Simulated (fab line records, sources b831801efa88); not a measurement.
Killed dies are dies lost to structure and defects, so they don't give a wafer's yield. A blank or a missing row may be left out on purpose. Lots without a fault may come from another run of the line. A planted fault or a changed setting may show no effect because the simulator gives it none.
fab line records | flow sfq_line
record lots=5 wafers=23
route steps=325 shown M6@263 I6@271 M7@286 I7@297 M8@321
start_h: hours from the record's first day to the start of the lot's first wafer shown | wait_h: hours since the lot's step before | " the same as in the row above | L1.1+2: a row that stands for several wafers | - no value, or no start given | * or withheld: withheld | < > ~ a bound
route shown NAME@n: a module of which the file shows steps, and the number in the route of the first | usual: mean/standard deviation of fault-free wafers | same: alike in all rows | chamber/n: place in a boat | sites: the reading at each site | _std_site: their standard deviation | _edge_site: outer sites' mean less inner sites' | radius_mm: how far each site lies from the wafer's centre | mask NAME#n: copy n | behind: the tool/chamber that last shaped the wafer | hold: why the lot was held/for how many hours/how that ended | device: the transistor (n, p or np) that didn't switch | end of line: the same wafers' tests at the end of the route | a step without rows: its recipe alone | killed: dies lost to structure and defects at the first sort, not the wafer's yield | map: a wafer's dies, x killed, . not, _ none there
set.NAME: the setting as run; set.NAME@STEP: as run at that earlier step | model.NAME: the simulator's own value behind a step, which no gauge read
lots whose settings were changed on purpose; a table a step, a row a wafer
## steps
# step SFQ_TRILAYER_M6_ETCH_METAL_ETCH_162
# recipe target=Nb stop_on=SiO2 mask_material=PR chemistry=Cl2/Ar target_depth_nm=240 icp_w=600 bias_w=80 pressure_mtorr=10 time_s=120
# usual oes_product_au=0.889/0.0056
# columns lot.wafer tool chamber start_h wait_h set.icp_w set.time_s@TRILAYER_M6_DEP_SPUTTER_157 set.resist_thk_nm@TRILAYER_M6_LITHO_COAT_159 oes_product_au model.KrF_of_TRILAYER_M6_LITHO_COAT_159.thk_nm
L075.1 rie_metal-02 1 1651.16 0.0 600 143.9 617.4 0.935 -
L075.2 " 0 " " 555.6 133.3 617.4 0.880 407.3
L075.3 " 1 " " 600 143.9 600 0.924 -
L075.4 " 0 " " 555.6 133.3 600 0.887 388.8
L075.6 " 1 " " 600 133.3 617.4 0.890 399.2
L078.2 rie_metal-01 1 1654.76 0.0 619.9 133.3 600 0.888 380.8
L078.3 " 1 " " 600 145.4 588.7 0.931 -
L078.4 " 0 " " 600 133.3 600 0.881 381.5
L078.5 " 1 " " 600 145.4 600 0.929 -
L078.6 " 0 " " 619.9 133.3 588.7 0.885 365.4
L080.1 rie_metal-01 0 1726.41 0.0 600 133.3 600 0.891 382.5
L080.3 " 0 " " 600 133.3 600 0.894 382.5
L080.4 " 1 " " 600 133.3 600 0.891 387.3
L083.1 rie_metal-04 0 1730.01 0.0 528.4 152.8 600 0.937 -
L083.2 " 1 " " 528.4 152.8 600 0.937 -
L083.3 " 0 " " 600 133.3 600 0.906 381.5
L083.4 " 1 " " 600 133.3 600 0.896 384.5
L083.5 " 1 " " 528.4 133.3 600 0.890 400.5
L084.1 rie_metal-01 1 1767.92 0.0 600 117.3 600 0.825 -
L084.2 " 0 " " 600 133.3 574 0.894 358.7
L084.3 " 0 " " 600 133.3 600 0.880 386.2
L084.5 " 0 " " 645.5 133.3 574 0.890 348.9
L084.6 " 1 " " 645.5 117.3 600 0.823 -
# step SFQ_TRILAYER_I6_VIA_LITHO_COAT_169
# recipe resist=KrF spin_rpm=3000 resist_thk_nm=650
# columns lot.wafer tool chamber start_h wait_h set.spin_rpm model.KrF_of_TRILAYER_I6_VIA_LITHO_COAT_169.thk_nm
L075.1 litho_track-01 0 1657.97 0.2 3131 638.4
L075.2 " 0 " " 3131 636.3
L075.3 " 0 " " 3000 651.6
L075.4 " 0 " " 3131 636.4
L075.6 " 0 " " 3000 650.8
L078.2 litho_track-01 0 1664.02 0.2 2840 668.1
L078.3 " 0 " " 3000 647.7
L078.4 " 0 " " 3000 647.4
L078.5 " 0 " " 2840 664.6
L078.6 " 0 " " 3000 647.8
L080.1 litho_track-02 0 1732.18 0.2 3000 649.5
L080.3 " 0 " " 3000 650.1
L080.4 " 0 " " 3000 649.8
L083.1 litho_track-02 0 1738.18 0.2 3000 650.2
L083.2 " 0 " " 2866 664.3
L083.3 " 0 " " 3000 648.3
L083.4 " 0 " " 2866 666.1
L083.5 " 0 " " 3000 649.6
L084.1 litho_track-02 0 1773.73 0.2 3000 647.3
L084.2 " 0 " " 2907 659.8
L084.3 " 0 " " 3000 647.4
L084.5 " 0 " " 2907 656.3
L084.6 " 0 " " 2907 657.8
# step SFQ_TRILAYER_I6_VIA_LITHO_SOFTBAKE_173
# recipe temp_c=withheld time_s=withheld resist=KrF
# step SFQ_TRILAYER_I6_VIA_LITHO_EXPOSE_170
# recipe mask_id=I6 na=0.6 source_shape=conventional sigma_outer=0.65 target_cd_nm=700 dose_mj=21.3
# step SFQ_TRILAYER_I6_VIA_LITHO_DEVELOP_171
# recipe time_s=60 resist=KrF
# step SFQ_TRILAYER_I6_VIA_BARC_OPEN_VIA_ETCH_235
# recipe mask_material=PR chemistry=O2 target_depth_nm=125 target=BARC source_w=500 bias_w=78.92 pressure_mtorr=30 time_s=41.7
# columns lot.wafer tool chamber start_h wait_h set.spin_rpm@TRILAYER_I6_VIA_LITHO_COAT_169 model.KrF_of_TRILAYER_I6_VIA_LITHO_COAT_169.thk_nm
L075.1 rie_diel-04 2 1667.92 0.0 3131 562.5
L075.2 " 0 " " 3131 559.1
L075.3 " 1 " " 3000 575.4
L075.4 " 0 " " 3131 558.8
L075.6 " 2 " " 3000 575.7
L078.2 rie_diel-01 3 1671.52 0.0 2840 591.7
L078.3+6 " 2 " " 3000 570.9
L078.4 " 0 " " 3000 570.1
L078.5 " 3 " " 2840 587.4
L080.1 rie_diel-04 2 1734.29 0.0 3000 572.5
L080.3 " 3 " " 3000 573.4
L080.4 " 2 " " 3000 572.7
L083.1 rie_diel-02 3 1840.11 0.0 3000 574.7
L083.2 " 2 " " 2866 587.1
L083.3 " 0 " " 3000 571.6
L083.4 " 1 " " 2866 590.7
L083.5 " 1 " " 3000 574.4
L084.1 rie_diel-01 0 1873.32 0.0 3000 569.9
L084.2 " 1 " " 2907 582.8
L084.3 " 2 " " 3000 571.5
L084.5 " 1 " " 2907 579.8
L084.6 " 0 " " 2907 580.1
# step SFQ_TRILAYER_M7_LITHO_COAT_177
# recipe resist=KrF spin_rpm=3000 resist_thk_nm=600
# columns lot.wafer tool chamber start_h wait_h set.resist_thk_nm model.KrF_of_TRILAYER_M7_LITHO_COAT_177.thk_nm
L075.1 litho_track-02 0 1669.45 0.2 600 598.3
L075.2 " 0 " " 600 596.1
L075.3 " 0 " " 612.7 610.3
L075.4 " 0 " " 612.7 611.4
L075.6 " 0 " " 600 597.6
L078.2 litho_track-02 0 1673.10 0.2 600 599.5
L078.3 " 0 " " 600 599.1
L078.4 " 0 " " 600 600
L078.5 " 0 " " 600 599.6
L078.6 " 0 " " 600 600.8
L080.1 litho_track-01 0 1735.82 0.2 600 601.9
L080.3 " 0 " " 600 601.6
L080.4 " 0 " " 600 600.7
L083.1 litho_track-04 0 1842.24 0.2 567.2 567.9
L083.2 " 0 " " 600 602.6
L083.3 " 0 " " 600 602
L083.4 " 0 " " 567.2 568.2
L083.5 " 0 " " 567.2 566.4
L084.1 litho_track-01 0 1874.85 0.2 565.8 568
L084.2 " 0 " " 600 601.5
L084.3 " 0 " " 600 600
L084.5 " 0 " " 565.8 566.4
L084.6 " 0 " " 600 602.8
# step SFQ_TRILAYER_M7_ETCH_METAL_ETCH_180
# recipe target=Nb stop_on=SiO2 mask_material=PR chemistry=Cl2/Ar target_depth_nm=240 icp_w=600 bias_w=80 pressure_mtorr=10 time_s=120
# columns lot.wafer tool chamber start_h wait_h set.bias_w set.resist_thk_nm@TRILAYER_M7_LITHO_COAT_177 model.KrF_of_TRILAYER_M7_LITHO_COAT_177.thk_nm
L075.1 rie_metal-04 0 1675.31 0.0 80 600 380.6
L075.2+6 " 1 " " 80 600 380.3
L075.3 " 1 " " 80 612.7 392.4
L075.4 " 0 " " 80 612.7 393.4
L078.2 rie_metal-03 0 1678.91 0.0 80 600 387.5
L078.3 " 1 " " 80 600 383.5
L078.4 " 0 " " 80 600 386.4
L078.5 " 0 " " 80 600 386.2
L078.6 " 1 " " 80 600 384
L080.1 rie_metal-03 1 1737.86 0.0 80 600 380.9
L080.3 " 0 " " 80 600 383.6
L080.4 " 1 " " 80 600 379.6
L083.1 rie_metal-04 0 1922.50 0.0 73.71 567.2 348.6
L083.2 " 1 " " 80 600 380.4
L083.3 " 0 " " 73.71 600 383.8
L083.4 " 1 " " 80 567.2 345.4
L083.5 " 1 " " 80 567.2 344.5
L084.1 rie_metal-04 0 1958.00 0.0 80 565.8 344.6
L084.2 " 1 " " 80 600 379.7
L084.3 " 0 " " 80 600 378
L084.5 " 1 " " 80 565.8 343.9
L084.6 " 0 " " 80 600 379.5
# step SFQ_TRILAYER_I7_CMP_CMP_184
# recipe material=SiO2 down_force_psi=3 platen_rpm=60 pad_velocity_m_s=0.94248
# columns lot.wafer tool chamber start_h wait_h set.leave_above_ref_nm model.SiO2_of_TRILAYER_I7_DEP_PECVD_183.thk_nm
L075.1 cmp-01 0 1676.29 0.0 192.9 194.3
L075.3 " 1 " " 192.9 193
L075.2 " 2 " " 192.9 193.7
L075.4 " 3 " " 200 200.9
L075.6 " 1 1678.79 2.5 200 199
L078.4+3 cmp-02 2,0 1681.76 1.7 200 200.4
L078.2 " 3 " " 200 201.6
L078.6 " 1 1683.26 3.2 200 200.8
L078.5 " 2 " " 200 198.9
L080.3 cmp-01 2 1741.22 2.4 200 201.7
L080.4 " 3 " " 200 200.1
L080.1 " 0 " " 200 201
L083.1 cmp-02 3 1923.48 0.0 200 199.3
L083.4 " 0 " " 186.8 185.8
L083.2 " 1 " " 200 202
L083.3 " 2 " " 200 199
L083.5 " 3 " " 186.8 187
L084.1 cmp-01 0 1959.65 0.5 194.2 194.6
L084.3 " 1 " " 200 200.7
L084.2 " 2 " " 200 198.3
L084.5 " 3 " " 200 199.9
L084.6 " 0 " " 194.2 195.7
# step SFQ_TRILAYER_I7_METRO_MEASURE_185
# usual thk_nm=199.9/1.1
# columns lot.wafer tool chamber start_h wait_h set.leave_above_ref_nm@TRILAYER_I7_CMP_CMP_184 thk_nm
L075.1 film_metro-02 - 1679.41 0.1 192.9 194.4
L075.2 " - " " 192.9 193.8
L075.3 " - " " 192.9 193.1
L075.4 " - " " 200 201.1
L075.6 " - " " 200 199.2
L078.2 film_metro-01 - 1684.58 0.3 200 201.5
L078.3 " - " " 200 200.5
L078.4 " - " " 200 200.4
L078.5 " - " " 200 198.9
L078.6 " - " " 200 200.7
L080.1 film_metro-03 - 1744.34 0.1 200 201.0
L080.3 " - " " 200 201.6
L080.4 " - " " 200 200.0
L083.1 film_metro-01 - 1926.60 0.1 200 199.3
L083.2 " - " " 200 201.9
L083.3 " - " " 200 199.1
L083.4 " - " " 186.8 185.9
L083.5 " - " " 186.8 186.9
L084.1 film_metro-01 - 1962.27 0.1 194.2 194.6
L084.2 " - " " 200 198.2
L084.3 " - " " 200 200.8
L084.5 " - " " 200 199.9
L084.6 " - " " 194.2 195.8
# step SFQ_TRILAYER_I7_VIA_LITHO_EXPOSE_188
# recipe mask_id=I7 na=0.6 source_shape=conventional sigma_outer=0.65 target_cd_nm=1000 dose_mj=21.3
# columns lot.wafer tool chamber start_h wait_h mask set.dose_mj
L075.1+3+4 krf_scanner-02 0 1685.51 - I7#0 21.3
L075.2+6 " 0 " " I7#0 19.88
L078.2+5+6 krf_scanner-02 0 1689.31 - I7#0 21.3
L078.3+4 " 0 " " I7#0 20.46
L080.1+3+4 krf_scanner-02 0 1746.29 - I7#0 21.3
L083.1+3+5 krf_scanner-02 0 1928.55 - I7#0 21.3
L083.2+4 " 0 " " I7#0 20.48
L084.1+2+3 krf_scanner-02 0 1969.70 - I7#0 21.3
L084.5+6 " 0 " " I7#0 22.59
# step SFQ_TRILAYER_I7_VIA_BARC_OPEN_VIA_ETCH_260
# recipe mask_material=PR chemistry=O2 target_depth_nm=125 target=BARC source_w=500 bias_w=80 pressure_mtorr=30 time_s=41.7
# columns lot.wafer tool chamber start_h wait_h set.bias_w set.dose_mj@TRILAYER_I7_VIA_LITHO_EXPOSE_188 model.I7.cd_nm
L075.1 rie_diel-04 1 1687.05 0.0 86.48 21.3 980.1
L075.2 " 0 " " 80 19.88 970.4
L075.3 " 3 " " 80 21.3 980.9
L075.4 " 2 " " 86.48 21.3 979.6
L075.6 " 2 " " 86.48 19.88 969.6
L078.2 rie_diel-03 2 1690.65 0.0 80 21.3 978.1
L078.3 " 3 " " 80 20.46 972.3
L078.4 " 1 " " 71.78 20.46 971.7
L078.5 " 2 " " 71.78 21.3 977.2
L078.6 " 3 " " 80 21.3 978.5
L080.1+4 rie_diel-02 0,2 1747.83 0.0 80 21.3 978
L080.3 " 3 " " 80 21.3 978.4
L083.1 rie_diel-03 0 1930.09 0.0 80 21.3 978.1
L083.2+4 " 1,3 " " 86.4 20.48 972.8
L083.3 " 2 " " 86.4 21.3 980.3
L083.5 " 0 " " 80 21.3 978.9
L084.1 rie_diel-04 0 1971.24 0.0 80 21.3 979.4
L084.2 " 2 " " 86.58 21.3 980.4
L084.3 " 1 " " 86.58 21.3 977.9
L084.5 " 1 " " 80 22.59 988
L084.6 " 2 " " 80 22.59 988.4
# step SFQ_TRILAYER_I7_VIA_ETCH_VIA_ETCH_190
# recipe target=SiO2 stop_on=Nb mask_material=PR taper_deg=20 chemistry=CHF3 target_depth_nm=260 source_w=500 bias_w=80 pressure_mtorr=30 time_s=withheld
# columns lot.wafer tool chamber start_h wait_h set.leave_above_ref_nm@TRILAYER_I7_CMP_CMP_184 set.dose_mj@TRILAYER_I7_VIA_LITHO_EXPOSE_188 model.I7.feature_depth_nm model.I7.cd_nm
L075.1 rie_diel-04 1 1687.09 0.0 192.9 21.3 194.3 980.7
L075.2 " 0 " " 192.9 19.88 193.7 970.1
L075.3 " 3 " " 192.9 21.3 193 982.3
L075.4 " 2 " " 200 21.3 200.9 977.3
L075.6 " 2 " " 200 19.88 199 968.4
L078.2 rie_diel-03 2 1690.69 0.0 200 21.3 201.6 980.1
L078.3 " 3 " " 200 20.46 200.4 971.3
L078.4 " 1 " " 200 20.46 200.4 973.2
L078.5 " 2 " " 200 21.3 198.9 979.8
L078.6 " 3 " " 200 21.3 200.8 978.6
L080.1 rie_diel-02 0 1747.86 0.0 200 21.3 201 976.4
L080.3 " 3 " " 200 21.3 201.7 981.8
L080.4 " 2 " " 200 21.3 200.1 978.3
L083.1 rie_diel-03 0 1930.13 0.0 200 21.3 199.3 979.7
L083.2 " 1 " " 200 20.48 202 976.6
L083.3 " 2 " " 200 21.3 199 982.9
L083.4 " 3 " " 186.8 20.48 185.8 972.6
L083.5 " 0 " " 186.8 21.3 187 981
L084.1 rie_diel-04 0 1971.28 0.0 194.2 21.3 194.6 978.5
L084.2 " 2 " " 200 21.3 198.3 979.6
L084.3 " 1 " " 200 21.3 200.7 978.6
L084.5 " 1 " " 200 22.59 199.9 989.1
L084.6 " 2 " " 194.2 22.59 195.7 987.1
# step SFQ_TRILAYER_M8_DEP_EVAP_196
# recipe material=Au angular_spread_deg=1 target_thk_nm=180 time_s=900 power_w=2000
# columns lot.wafer tool chamber start_h wait_h set.time_s model.Au_of_TRILAYER_M8_DEP_EVAP_196.thk_nm
L075.1 pvd_sputter-01 - 1787.31 0.1 900 181.1
L075.2 " - " " 900 179.5
L075.3 " - " " 900 180.9
L075.4+6 " - " " 900 179.6
L078.2 pvd_sputter-02 - 1798.21 0.1 1017 207.3
L078.3 " - " " 1017 204.8
L078.4 " - " " 1017 203.1
L078.5 " - " " 900 183.3
L078.6 " - " " 900 182.8
L080.1 pvd_sputter-02 - 1802.06 0.1 900 182.9
L080.3 " - " " 900 182.6
L080.4 " - " " 900 179.7
L083.1 pvd_sputter-01 - 1934.07 0.1 833.4 163.1
L083.2 " - " " 833.4 162.6
L083.3 " - " " 900 177.3
L083.4 " - " " 900 176.3
L083.5 " - " " 833.4 164.6
L084.1 pvd_sputter-02 - 1976.26 0.1 956.2 194.1
L084.2+5 " - " " 956.2 191.8
L084.3 " - " " 900 181.1
L084.6 " - " " 900 181.4
# step SFQ_M8_RS_MEAS_949
# recipe thk_meas_gauge=four-point-probe reads=Au_of_TRILAYER_M8_DEP_EVAP_196+Pt_of_TRILAYER_M8_DEP_EVAP_198+Ti_of_TRILAYER_M8_DEP_EVAP_197
# usual M8_AU_RS=0.1537/0.0018
# columns lot.wafer tool chamber start_h wait_h set.time_s@TRILAYER_M8_DEP_EVAP_196 M8_AU_RS[ohm/sq]
L075.1 film_metro-01 - 1787.83 0.3 900 0.1526
L075.2 " - " " 900 0.1544
L075.3 " - " " 900 0.1529
L075.4 " - " " 900 0.1541
L075.6 " - " " 900 0.1537
L078.2 film_metro-04 - 1798.74 0.3 1017 0.1332
L078.3 " - " " 1017 0.1350
L078.4 " - " " 1017 0.1360
L078.5 " - " " 900 0.1508
L078.6 " - " " 900 0.1511
L080.1 film_metro-04 - 1802.57 0.3 900 0.1515
L080.3 " - " " 900 0.1516
L080.4 " - " " 900 0.1540
L083.1 film_metro-01 - 1934.59 0.3 833.4 0.1699
L083.2 " - " " 833.4 0.1699
L083.3 " - " " 900 0.1562
L083.4 " - " " 900 0.1571
L083.5 " - " " 833.4 0.1681
L084.1 film_metro-04 - 1976.78 0.3 956.2 0.1423
L084.2 " - " " 956.2 0.1439
L084.3 " - " " 900 0.1526
L084.5 " - " " 956.2 0.1442
L084.6 " - " " 900 0.1524
# step SFQ_M8_THK_MEAS_950
# recipe thk_meas_gauge=xrf reads=Au_of_TRILAYER_M8_DEP_EVAP_196
# usual M8_AU_THK=178.7/2.3
# columns lot.wafer tool chamber start_h wait_h set.time_s@TRILAYER_M8_DEP_EVAP_196 M8_AU_THK[nm]
L075.1 film_metro-01 - 1787.95 0.1 900 181.6
L075.2 " - " " 900 178.9
L075.3 " - " " 900 179.8
L075.4 " - " " 900 179.2
L075.6 " - " " 900 179.6
L078.2 film_metro-04 - 1798.85 0.1 1017 202.8
L078.3 " - " " 1017 202.1
L078.4 " - " " 1017 199.5
L078.5 " - " " 900 180.0
L078.6 " - " " 900 180.3
L080.1 film_metro-04 - 1802.69 0.1 900 180.7
L080.3 " - " " 900 180.4
L080.4 " - " " 900 177.6
L083.1 film_metro-01 - 1934.71 0.1 833.4 163.8
L083.2 " - " " 833.4 163.4
L083.3 " - " " 900 177.9
L083.4 " - " " 900 177.1
L083.5 " - " " 833.4 165.1
L084.1 film_metro-04 - 1976.90 0.1 956.2 191.6
L084.2 " - " " 956.2 190.6
L084.3 " - " " 900 179.3
L084.5 " - " " 956.2 190.0
L084.6 " - " " 900 179.8
## key
split step=SFQ_TRILAYER_M6_ETCH_METAL_ETCH_162 setting=icp_w stated=600 by=wafer
response step=SFQ_TRILAYER_M6_ETCH_METAL_ETCH_162 reading=model.KrF_of_TRILAYER_M6_LITHO_COAT_159.thk_nm slope=-1.31 per=1% together_with=resist_thk_nm@TRILAYER_M6_LITHO_COAT_159 explained=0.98
split step=SFQ_TRILAYER_I6_VIA_LITHO_COAT_169 setting=spin_rpm stated=3000 by=wafer
response step=SFQ_TRILAYER_I6_VIA_LITHO_COAT_169 reading=model.KrF_of_TRILAYER_I6_VIA_LITHO_COAT_169.thk_nm change=-3.44 per=1% r=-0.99
response step=SFQ_TRILAYER_I6_VIA_BARC_OPEN_VIA_ETCH_235 reading=model.KrF_of_TRILAYER_I6_VIA_LITHO_COAT_169.thk_nm change=-3.49 per=1% r=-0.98
split step=SFQ_TRILAYER_M7_LITHO_COAT_177 setting=resist_thk_nm stated=600 by=wafer
response step=SFQ_TRILAYER_M7_LITHO_COAT_177 reading=model.KrF_of_TRILAYER_M7_LITHO_COAT_177.thk_nm change=+6.19 per=1% r=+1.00
response step=SFQ_TRILAYER_M7_ETCH_METAL_ETCH_180 reading=model.KrF_of_TRILAYER_M7_LITHO_COAT_177.thk_nm change=+6.3 per=1% r=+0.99
split step=SFQ_TRILAYER_M7_ETCH_METAL_ETCH_180 setting=bias_w stated=80 by=wafer
response none clear
split step=SFQ_TRILAYER_I7_CMP_CMP_184 setting=leave_above_ref_nm stated=200 by=wafer
response step=SFQ_TRILAYER_I7_CMP_CMP_184 reading=model.SiO2_of_TRILAYER_I7_DEP_PECVD_183.thk_nm change=+1.94 per=1% r=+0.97
response step=SFQ_TRILAYER_I7_METRO_MEASURE_185 reading=thk_nm change=+1.95 per=1% r=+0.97
response step=SFQ_TRILAYER_I7_VIA_ETCH_VIA_ETCH_190 reading=model.I7.feature_depth_nm change=+1.94 per=1% r=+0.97
split step=SFQ_TRILAYER_I7_VIA_LITHO_EXPOSE_188 setting=dose_mj stated=21.3 by=wafer
response step=SFQ_TRILAYER_I7_VIA_BARC_OPEN_VIA_ETCH_260 reading=model.I7.cd_nm change=+1.53 per=1% r=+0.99
response step=SFQ_TRILAYER_I7_VIA_ETCH_VIA_ETCH_190 reading=model.I7.cd_nm change=+1.63 per=1% r=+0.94
split step=SFQ_TRILAYER_I7_VIA_BARC_OPEN_VIA_ETCH_260 setting=bias_w stated=80 by=wafer
response none clear
split step=SFQ_TRILAYER_M8_DEP_EVAP_196 setting=time_s stated=900 by=wafer
response step=SFQ_TRILAYER_M8_DEP_EVAP_196 reading=model.Au_of_TRILAYER_M8_DEP_EVAP_196.thk_nm change=+1.74 per=1% r=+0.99
response step=SFQ_M8_RS_MEAS_949 reading=M8_AU_RS change=-0.00137 per=1% r=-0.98
response step=SFQ_M8_THK_MEAS_950 reading=M8_AU_THK change=+1.7 per=1% r=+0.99
split outside_this_file step=SFQ_TRILAYER_M6_DEP_SPUTTER_157 setting=time_s
split outside_this_file step=SFQ_TRILAYER_M6_LITHO_COAT_159 setting=resist_thk_nm
# split outside_this_file: this setting was split too, and the file shows its column; the key of that split is in another file
